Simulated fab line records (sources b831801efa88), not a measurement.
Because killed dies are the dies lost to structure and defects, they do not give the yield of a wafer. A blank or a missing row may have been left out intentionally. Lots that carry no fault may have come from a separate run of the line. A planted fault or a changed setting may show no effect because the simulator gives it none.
Problem report in the 8D (eight disciplines) form, filled by code || flow sfq-line || the parts of the form that need people (team, actions taken, sign-off) are left out

== 1. PROBLEM STATEMENT ==
L0_MONX_KI_RS at SFQ_L0_RS_MEAS_901 reads a mean of 39.9 ohm/sq on 6 wafers of 2 lots; wafers without a fault read 43.4 ohm/sq with a standard deviation of 0.37. That puts it -9.5 standard deviations away from the usual mean.
The step: measures by four-point-probe.
Seen first at day 4 15:36 on film-metro-02, wafer L389.3. At this step, 42 wafers from 14 lots have a number in the record. Rule for "out" (also "out of limits"): further than 4 standard deviations from the usual mean. All remaining wafers that have a number are taken as sound.

== 2. WHAT IT IS, AND WHAT IT ISN'T ==
{"question": "which readings at this step", "is": "L0_MONX_KI_RS", "is not": "-"}
{"question": "which lots", "is": "L389, L392", "is not": "L374, L375, L376, L377, L378, L380, L381, L383, L386, L393, L394, L397"}
{"question": "which wafers of those lots", "is": "all that have a number", "is not": "-"}
{"question": "read on which gauges", "is": "film-metro-02, film-metro-04", "is not": "film-metro-01"}
{"question": "when", "is": "from day 4 15:36", "is not": "up to then (27 sound wafers); but 9 sound wafers of L393, L394, L397 came after"}

== 3. SUSPECTS, AND WHAT RULES EACH OUT ==
Counting: a tool at a process step up to the reading stays a suspect if it ran every lot that is out and no sound lot after the first of them.
- ruled out: the gauge at SFQ_L0_RS_MEAS_901. Those wafers that are out were read across 2 gauges (film-metro-02, film-metro-04).
- pvd-sputter-03 at SFQ_TRILAYER_L0_DEP_SPUTTER_003 (material MoNx KI, target thk 40 nm, time 100 s): kept. Every lot that is out went through it, starting with L389 (day 4 15:29), and after that it ran no sound lot; the last sound lot it ran before then is L383 (day 3 09:29). Its own readings are out on those wafers: cathode-dc-power-W.
Remaining after the count: pvd-sputter-03 at SFQ_TRILAYER_L0_DEP_SPUTTER_003.

== 4. THE CAUSE (what the simulator had put in) ==
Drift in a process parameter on pvd-sputter-03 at SFQ_TRILAYER_L0_DEP_SPUTTER_003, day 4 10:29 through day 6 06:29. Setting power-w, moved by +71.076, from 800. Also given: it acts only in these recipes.
After counting, this tool was the only one left.

== 5. SEQUENCE OF EFFECTS, ordered by route ==
Rows list readings where the struck wafers' mean (over those with a number) sits beyond 3 standard deviations from the usual. Only readings for which the record gives a usual standard deviation are gone through. hours: the time from each lot's start at the first step in this table that gives one to its start at this step, as a median over the lots. sigmas: the change in usual standard deviations.
{"hours": 0, "step": "SFQ_TRILAYER_L0_DEP_SPUTTER_003", "reading": "cathode-dc-power-W", "usual": "800.01 W", "on struck wafers": 870.94, "change": "+70.93", "sigmas": "+99 or more"}
{"hours": 0, "step": "SFQ_L0_RS_MEAS_901", "reading": "L0_MONX_KI_RS", "usual": "43.4 ohm/sq", "on struck wafers": 39.9, "change": -3.5, "sigmas": -9.5}
{"hours": 7, "step": "SFQ_L0_THK_MEAS_902", "reading": "L0_MONX_KI_THK", "usual": "40.8 nm", "on struck wafers": 44.2, "change": "+3.5", "sigmas": "+8.8"}
{"hours": 88, "step": "SFQ_TRILAYER_L0_ETCH_METAL_ETCH_008", "reading": "oes-product-au", "usual": "0.875 a.u.", "on struck wafers": 0.917, "change": "+0.042", "sigmas": "+7.1"}
Its process steps:
- SFQ_TRILAYER_L0_DEP_SPUTTER_003: material MoNx KI, target thk 40 nm, time 100 s.
- SFQ_TRILAYER_L0_ETCH_METAL_ETCH_008: etches MoNx KI in SF6/O2, stops on SiO2, target depth 50 nm, time 25 s.
Later steps that measure or inspect, where all struck wafers having a row at the step show a number for every such reading and not one has moved that far: SFQ_I0_BOW_MEAS_907.

== 6. HOW IT WOULD HAVE BEEN CAUGHT EARLIER ==
The first out-of-limits reading at a measuring or inspecting step in this record came at day 4 15:36, 5 hours after the fault's start at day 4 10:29.
The tool's own readings at SFQ_TRILAYER_L0_DEP_SPUTTER_003 were out on every struck wafer that the step has a row for (cathode-dc-power-W): an alarm limit on them would have fired on the first of those.
Among the 2 lots that are out, L392 began SFQ_TRILAYER_L0_DEP_SPUTTER_003 on pvd-sputter-03 after day 4 15:36. Putting the tool on hold at that point would have spared it.
